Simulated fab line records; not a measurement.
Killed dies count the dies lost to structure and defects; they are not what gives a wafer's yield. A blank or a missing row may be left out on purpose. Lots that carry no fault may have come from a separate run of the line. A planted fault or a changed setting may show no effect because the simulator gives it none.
fab line records + flow sky130
record:
- lots: 13
- wafers: 39
- last_day: 50
route steps=708 shown FIELD_ISO@25 PAD_OPEN@708
lots with no fault: from the same line, run without faults
start_h: hours from the record's first day to the start of the lot's first wafer shown + wait_h: hours from the lot's prior step to this one + " as in the row above + L1.1+2: a row that stands for several wafers + - either no value or no given start + * or withheld: withheld + < > ~ a bound
route shown NAME@n: a module of which the file shows steps, and the number in the route of the first + usual: mean/standard deviation of fault-free wafers + same: alike in all rows + chamber/n: place in a boat + sites: each site's reading + _std_site: their standard deviation + _edge_site: inner sites' mean taken away from outer sites' mean + radius_mm: for every site, how far away it sits from the centre of the wafer + mask NAME#n: copy n + behind: the last tool/chamber to shape the wafer + hold: reason for holding the lot/hours on hold/outcome of the hold + device: transistor that didn't switch, given as n, p or np + end of line: the route-end tests of the same wafers + a step with no rows: only its recipe + killed: count of dies lost to structure and defects at first sort (not the wafer's yield) + map: per-die view of a wafer (x killed, . not killed, _ where there is no die)
set.NAME: the setting the step ran with; set.NAME@STEP: the setting that earlier step ran with + model.NAME: the simulator's own value behind a step, which no gauge read
a sample of lots followed through the steps of the route, with each step as a table and each wafer as a row
services: a tool's chamber out of use, with start hour (start_h, from the record's first day; less than 0 if before it), hours out, and reason
== steps ==
step: SKY_FIELD_ISO_CVD_24
recipe:
- material: SiO2
- target_thk_nm: 595
- temp_c: 650
- sigma_open_frac: 0.3
- time_s: 99.2
- sih4_flow_sccm: 60
- pressure_mtorr: 6
| lot.wafer  | tool      | chamber | start_h | wait_h |
|------------|-----------|---------|---------|--------|
| L630.3+4+5 | hdpcvd-02 | 2,1,0   | 32.03   | 0.0    |
| L631.1+5+6 | hdpcvd-01 | 2,0,2   | 38.78   | 0.1    |
| L632.3+4+6 | hdpcvd-01 | 0,1,2   | 42.99   | 0.0    |
| L633.1+2+6 | hdpcvd-01 | 2,1,1   | 46.81   | 0.1    |
| L634.4+5+6 | hdpcvd-02 | 1,0,2   | 52.66   | 0.1    |
| L635.3+5+6 | hdpcvd-01 | 2,0,2   | 62.45   | 0.0    |
| L639.2+4+6 | hdpcvd-01 | 2,0,2   | 84.02   | 0.0    |
| L640.1+2+6 | hdpcvd-02 | 1,2,0   | 90.82   | 0.1    |
| L642.3+4+5 | hdpcvd-02 | 0,2,1   | 95.26   | 0.0    |
| L643.2+4+5 | hdpcvd-01 | 2,2,0   | 104.11  | 0.0    |
| L645.3+4+6 | hdpcvd-01 | 0,0,1   | 110.59  | 0.0    |
| L646.1+5+6 | hdpcvd-01 | 2,0,1   | 114.85  | 0.1    |
| L651.2+4+6 | hdpcvd-01 | 0,0,2   | 146.32  | 0.0    |
step: SKY_PAD_OPEN_PROBE_99
usual:
- killed_at_M0_to_M3: 43/6.8
- killed_at_M4_up: 3.0/1.8
- killed_at_contacts: 23/5.4
- killed_at_front_end: 15/4.4
- killed_at_other: 0.3/0.51
- killed_dies: 85/9.2
- killed_on_rim: 17/3.7
- killed_open: 47/6.8
- killed_short: 39/6.8
same:
- gross_dies: 492
- killed_at_back_side: 0
| lot.wafer | tool      | chamber | start_h | wait_h | killed_at_M0_to_M3 | killed_at_M4_up | killed_at_contacts | killed_at_front_end | killed_at_other | killed_dies | killed_on_rim | killed_open | killed_short |
|-----------|-----------|---------|---------|--------|--------------------|-----------------|--------------------|---------------------|-----------------|-------------|---------------|-------------|--------------|
| L640.1    | prober-01 | -       | 1147.07 | 0.1    | 33                 | 4               | 20                 | 70                  | 0               | 127         | 18            | 36          | 35           |
| L640.2    | prober-01 | -       | 1147.12 | 0.1    | 41                 | 1               | 28                 | 54                  | 1               | 125         | 24            | 46          | 33           |
| L640.6    | prober-01 | -       | 1147.32 | 0.2    | 36                 | 6               | 13                 | 64                  | 1               | 120         | 23            | 44          | 29           |
| L642.3    | prober-02 | -       | 1152.39 | 0.2    | 37                 | 3               | 12                 | 70                  | 0               | 122         | 21            | 35          | 37           |
| L642.4    | prober-02 | -       | 1152.44 | 0.2    | 40                 | 3               | 16                 | 62                  | 1               | 122         | 25            | 40          | 35           |
| L642.5    | prober-02 | -       | 1152.49 | 0.2    | 46                 | 3               | 29                 | 69                  | 0               | 147         | 28            | 55          | 41           |
killed by level:class
L640.1 FIELD_ISO:unspecified=56 METAL2:geometric_particle:short=7 CONTACT:geometric_particle:open=6 VIA2:geometric_particle:open=5 VIA3:geometric_particle:open=5 FIELD_ISO:geometric_particle:short=4 FIELD_ISO:geometric_particle:open=3 SPACER:geometric_particle:open=3
L640.2 FIELD_ISO:unspecified=46 CONTACT:geometric_particle:open=14 LI_CONTACT:geometric_particle:open=6 METAL1:geometric_particle:short=6 VIA1:geometric_particle:short=6 VIA1:geometric_particle:open=6 VIA3:geometric_particle:short=6 VIA3:geometric_particle:open=6
L640.6 FIELD_ISO:unspecified=47 VIA1:geometric_particle:open=7 VIA3:geometric_particle:open=7 VIA2:geometric_particle:open=6 METAL4:geometric_particle:short=6 FIELD_ISO:geometric_particle:open=5 LI_CONTACT:geometric_particle:open=5 METAL2:geometric_particle:short=4
L642.3 FIELD_ISO:unspecified=50 VIA1:geometric_particle:open=7 POLY_GATE:geometric_particle:open=6 POLY_GATE:geometric_particle:short=6 VIA2:geometric_particle:open=6 CONTACT:geometric_particle:open=5 CONTACT:geometric_particle:short=4 METAL1:geometric_particle:short=4
L642.4 FIELD_ISO:unspecified=47 VIA2:geometric_particle:open=11 VIA1:geometric_particle:open=8 METAL1:geometric_particle:short=6 LOCAL_INTERCONNECT:geometric_particle:short=5 POLY_GATE:geometric_particle:open=4 METAL2:geometric_particle:short=4 POLY_GATE:geometric_particle:short=3
L642.5 FIELD_ISO:unspecified=51 VIA1:geometric_particle:open=12 CONTACT:geometric_particle:open=9 VIA3:geometric_particle:open=8 LOCAL_INTERCONNECT:geometric_particle:short=7 METAL1:geometric_particle:short=7 LI_CONTACT:geometric_particle:open=6 CONTACT:geometric_particle:short=5
== services ==
| tool      | chamber | start_h | hours | kind       |
|-----------|---------|---------|-------|------------|
| hdpcvd-02 | -       | 21.49   | 6.0   | pm         |
| hdpcvd-01 | -       | 66.75   | 15.0  | pm         |
| hdpcvd-01 | 0       | 66.75   | 15.0  | vent_cycle |
| hdpcvd-01 | 1       | 66.75   | 15.0  | vent_cycle |
| hdpcvd-01 | 2       | 66.75   | 15.0  | vent_cycle |
| hdpcvd-01 | 0       | 81.75   | -     | clean      |
| hdpcvd-01 | 1       | 81.75   | -     | clean      |
| hdpcvd-01 | 2       | 81.75   | -     | clean      |
== key ==
first_sign:
- step: SKY_PAD_OPEN_PROBE_99
- reading: killed_at_front_end
- direction: up
- sigmas: 11
- usual: 15
- struck: 65
effect:
- step: SKY_PAD_OPEN_PROBE_99
- reading: killed_dies
- direction: up
- sigmas: 4.6
- usual: 85
- struck: 127
met_at SKY_FIELD_ISO_CVD_24
struck_lots L640,L642
tester_left_out L640,L642
onset_between 52.66 90.82
fault:
- kind: chamber_particle_source
- tool: hdpcvd-02
- chamber: -
- onset_h: 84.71
- steps: SKY_FIELD_ISO_CVD_24
- rate_per_visit_cm2: 0.92871
- end_h: 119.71
tester_left_out: of these lots the tester's yield and bins aren't shown, on N5 and GAA mostly nor the transistor test; their killed dies are dies lost to structure and defects alone, not to doping, threshold or leakage, so they don't give the yield
